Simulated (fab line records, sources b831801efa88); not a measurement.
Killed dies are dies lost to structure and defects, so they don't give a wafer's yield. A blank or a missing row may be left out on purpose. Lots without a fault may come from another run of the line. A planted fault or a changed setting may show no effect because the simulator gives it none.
A struck lot beside a sound one | flow sky130 | 31 steps out of a route of 708
Sound: wafers L591.1, L591.2, L591.4. Struck: wafer L594.6. (L594.4, L594.5 of the same lot were not struck and are left out.) The cause comes at the end.
At each step with rows: each side's tool, then ch and its chambers, then its first start. Under that, the readings that differ: sound wafers | struck wafers | difference of the means | sigmas: that difference in standard deviations of wafers without a fault.
alike: readings whose means differ by less than 2 such deviations, and words and numbers that are the same on both sides. not compared: withheld readings, readings that some wafer has no value for, bounds like >300 that may hide the same value, and numbers for which the record gives no deviation and whose values overlap.
The two part at a step that has a row with sigmas, a row that says differs or no value, or rows on one side only. Numbers that don't overlap but have no deviation are shown without sigmas and don't part them. A reading that every wafer of one side lacks parts them only if that side has two wafers or more.

first, 9 steps without rows for these wafers: SKY_SD_N_DEHYDRATE_00 (time 60 s); SKY_SD_N_HMDS_01 (prime time 60 s); SKY_SD_N_COAT_02 (resist thk 1140 nm); SKY_SD_N_SOFTBAKE_03 (time 60 s); SKY_SD_N_EXPOSE_04 (exposes mask NSDM, target cd 380 nm); SKY_SD_N_PEB_05; SKY_SD_N_DEVELOP_06 (develop time 60 s); SKY_SD_N_IMPLANT_09; SKY_SD_N_IMPLANT_10.
SKY_SD_N_STRIP_11: strips in O2/N2.
  sound on plasma_asher-01 ch 0,1, day 28 17:38; struck on plasma_asher-01 ch 0, day 29 23:49
  alike: chamber_pressure_mTorr, drypump_motor_current_A, oes_product_au, strip_time_to_endpoint_s
  not compared: rf_hours_counter_h
then, 20 steps without rows for these wafers: SKY_SD_N_CLEAN_13 (cleans in SC1/SC2, time 150 s); SKY_SD_N_RTA_14 (time 2 s); SKY_SALICIDE_CLEAN_00 (cleans in HF-last, time 30 s); SKY_LI_CONTACT_HDPCVD_00 (deposits PSG, target thk 930 nm, time 155 s); SKY_LI_CONTACT_CMP_02 (polishes PSG); SKY_LI_CONTACT_DEHYDRATE_04 (time 60 s); SKY_LI_CONTACT_HMDS_05 (prime time 60 s); SKY_LI_CONTACT_COAT_06 (resist thk 60 nm); SKY_LI_CONTACT_COAT_07 (resist thk 450 nm); SKY_LI_CONTACT_SOFTBAKE_08 (time 90 s); SKY_LI_CONTACT_EXPOSE_09 (exposes mask LICM1, target cd 170 nm); SKY_LI_CONTACT_PEB_10; SKY_LI_CONTACT_DEVELOP_11 (develop time 60 s); SKY_LI_CONTACT_ETCH_14 (etches BARC in N2/H2, stops on SiO2, time 45.9 s, target depth 60 nm); SKY_LI_CONTACT_ETCH_15 (etches PSG in C4F8/O2/Ar, stops on Si, target depth 600 nm); SKY_LI_CONTACT_STRIP_16 (strips in O2/N2); SKY_LI_CONTACT_CLEAN_17 (cleans in NMP, time 600 s); SKY_LI_CONTACT_PRE_CLEAN_18 (time 5.6 s); SKY_LI_CONTACT_SPUTTER_19 (material Ti, target thk 20 nm, time 106.37 s); SKY_LI_CONTACT_SPUTTER_20 (material TiN, target thk 20 nm, time 80 s).
-- the record jumps here: 17 days lie between the struck wafers' starts before and after (it left off in module LI_CONTACT and takes up again in module PAD_OPEN, whose first step shown is number 708 of the route) --
SKY_PAD_OPEN_PROBE_99:
  sound on prober-01, day 46 07:41; struck on prober-02, day 47 09:59
  reading             | sound    | struck                   | difference                   | sigmas
  hold                | - - -    | await_dispo/2.5h/release | no value on the sound wafers |
  killed_at_front_end | 10 18 12 | 43                       | +30                          | +7
  killed_dies         | 78 86 89 | 116                      | +32                          | +3
  alike: killed_at_M0_to_M3, killed_at_M4_up, killed_at_contacts, killed_at_other, killed_open, killed_short

WHERE THEY PART
Only at SKY_PAD_OPEN_PROBE_99, within this record.

WHY: what the simulator had put in
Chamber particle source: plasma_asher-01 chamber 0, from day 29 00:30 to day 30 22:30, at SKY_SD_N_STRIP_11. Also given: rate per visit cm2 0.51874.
